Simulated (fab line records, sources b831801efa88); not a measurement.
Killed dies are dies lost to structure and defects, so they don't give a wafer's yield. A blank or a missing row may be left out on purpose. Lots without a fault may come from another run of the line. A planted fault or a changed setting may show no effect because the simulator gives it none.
Which tool did it? | flow sky130 | 12 lots, 36 wafers sampled, at 1 step of a route of 708

WHAT THE GAUGES READ, wafer by wafer
SKY_FIELD_ISO_THK_MEAS_02.
lot  | measured    | on            | FIELD_ISO_OXIDATION_00_THK (nm)
L668 | day 1 12:49 | film_metro-04 | 12.00 12.09 12.33
L669 | day 1 16:38 | film_metro-04 | 12.09 12.38 12.02
L670 | day 1 23:07 | film_metro-04 | 11.84 11.99 12.16
L671 | day 2 04:13 | film_metro-04 | 12.31 11.89 12.15
L672 | day 2 07:38 | film_metro-04 | 11.54 11.83 11.59
L673 | day 2 12:40 | film_metro-03 | 11.96 11.63 11.85
L674 | day 2 17:39 | film_metro-03 | 12.31 12.32 12.39
L675 | day 2 22:39 | film_metro-02 | 12.37 12.29 12.14
L683 | day 4 16:14 | film_metro-02 | 14.88 14.90 14.56 14.87 14.85 14.55
L685 | day 5 01:16 | film_metro-02 | 15.41 15.43 15.44 15.41 15.50 15.39
L687 | day 5 10:38 | film_metro-02 | 15.36 15.46 15.43 15.34 15.46 15.43
L689 | day 5 22:00 | film_metro-04 | 12.42 12.16 12.31

WHICH TOOL RAN EACH LOT (tool, then ch and the chambers of the sampled wafers, then the start)
The record holds no process step before these readings.

WHAT THE TOOLS THEMSELVES READ (means of the sampled wafers that have a number; where no wafer has one, the mark that the record gives instead)
The record holds no such reading with a usual standard deviation.

THE ANSWER, worked out from the rows above alone
Rule: what is usual is taken from the lots themselves. Put in order of their means at a reading, lots are off if they are a third of the lots or fewer, leave a main group of 4 or more, and stand apart from it by a gap of 3 or more times the standard deviation of the main group's means; of several such gaps the widest counts. A main group whose means are all the same, to the digits that the tables above print for the reading, isn't used. A lot without any number at a reading at which 4 lots or more have one is off too. The other lots that the step has rows for count as sound. The gauges are gone through in route order, then the tools' own readings, and for those a lot's mean is taken as printed above. The first step at which some lot is off is used, and at that step the reading that is off furthest; a lot without a number counts as furthest.
Off: L683, L685, L687, at SKY_FIELD_ISO_THK_MEAS_02 (FIELD_ISO_OXIDATION_00_THK). The main group: mean 12.09 nm, standard deviation 0.22.
A tool fits if, at a process step before that reading, it ran every lot that is off, and no sound lot after the first of them. The gauges at SKY_FIELD_ISO_THK_MEAS_02 are tried like those tools. One fits: film_metro-02 at SKY_FIELD_ISO_THK_MEAS_02. Its last sound lot is L675 (day 2 22:39), its first lot that is off L683 (day 4 16:14): a fault that began between those two fits.

WHAT THE SIMULATOR HAD PUT IN
Metrology matching offset: film_metro-02, from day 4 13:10 on, at SKY_FIELD_ISO_THK_MEAS_02. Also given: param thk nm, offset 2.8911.
Lots struck among those shown: L683, L685, L687. The rule above found the same.
